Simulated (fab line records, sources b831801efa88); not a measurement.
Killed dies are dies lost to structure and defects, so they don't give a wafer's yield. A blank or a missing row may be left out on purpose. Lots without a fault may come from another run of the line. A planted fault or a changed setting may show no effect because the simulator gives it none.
Problem report in the 8D (eight disciplines) form, filled by code | flow sky130 | the parts of the form that need people (team, actions taken, sign-off) are left out

1. THE PROBLEM
end_station_pressure_torr at SKY_LDD_N_IMPLANT_08 reads a mean of 8.66e-05 Torr on 6 wafers of 2 lots; wafers without a fault read 5.33e-06 Torr with a standard deviation of 2.7e-07. That is +99 or more standard deviations from the usual mean.
First seen on wafer L645.2, day 19 14:04, on implanter-01. The record holds 18 wafers of 6 lots with a number at this step. Rule for "out", or "out of limits": more than 4 standard deviations from the usual mean. The other wafers with a number count as sound.

2. WHAT IT IS AND WHAT IT IS NOT
question                    | is                                                       | is not
which readings at this step | end_station_pressure_torr, beam_on_s, faraday_current_uA | -
which lots                  | L645, L646                                               | L651, L655, L658, L661
which wafers of those lots  | all that have a number                                   | -
read on which tools         | implanter-01                                             | implanter-02
when                        | from day 19 14:04                                        | up to then (0 sound wafers); but 12 sound wafers of L651, L655, L658, L661 came after

3. SUSPECTS, AND WHAT RULES EACH OUT
Counting: a tool at a process step up to the reading stays a suspect if it ran every lot that is out and no sound lot after the first of them.
- implanter-01 at SKY_LDD_N_IMPLANT_08: ruled out as a lasting fault. Sound lots L655, L658 ran on it after its first lot that is out, L645 (day 19 14:04).
Left after counting: nothing in the record.

4. THE CAUSE (what the simulator had put in)
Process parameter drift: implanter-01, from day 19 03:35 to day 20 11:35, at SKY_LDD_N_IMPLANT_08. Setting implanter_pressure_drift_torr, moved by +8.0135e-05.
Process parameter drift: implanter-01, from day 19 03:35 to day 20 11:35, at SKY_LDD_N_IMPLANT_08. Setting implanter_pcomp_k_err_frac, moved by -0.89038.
Counting ruled it out, wrongly.

5. THE CHAIN OF EFFECTS, in route order
Each row: a reading whose mean over the struck wafers that have a number lies more than 3 standard deviations from the usual. Only readings for which the record gives a usual standard deviation are gone through. hours: the time from each lot's start at the first step in this table that gives one to its start at this step, as a median over the lots. sigmas: the change in usual standard deviations.
hours | step                 | reading                   | usual         | on struck wafers | change    | sigmas
0     | SKY_LDD_N_IMPLANT_08 | beam_on_s                 | 9.97 s        | 11.74            | +1.77     | +8.4
0     | SKY_LDD_N_IMPLANT_08 | end_station_pressure_torr | 5.33e-06 Torr | 8.66e-05         | +8.12e-05 | +99 or more
0     | SKY_LDD_N_IMPLANT_08 | faraday_current_uA        | 424           | 356              | -68       | -8.0
The process steps in it:
- SKY_LDD_N_IMPLANT_08

6. WHAT WOULD HAVE CAUGHT IT SOONER
In this record the first reading out of limits was taken at day 19 14:04, 10 hours after the fault began at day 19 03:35.
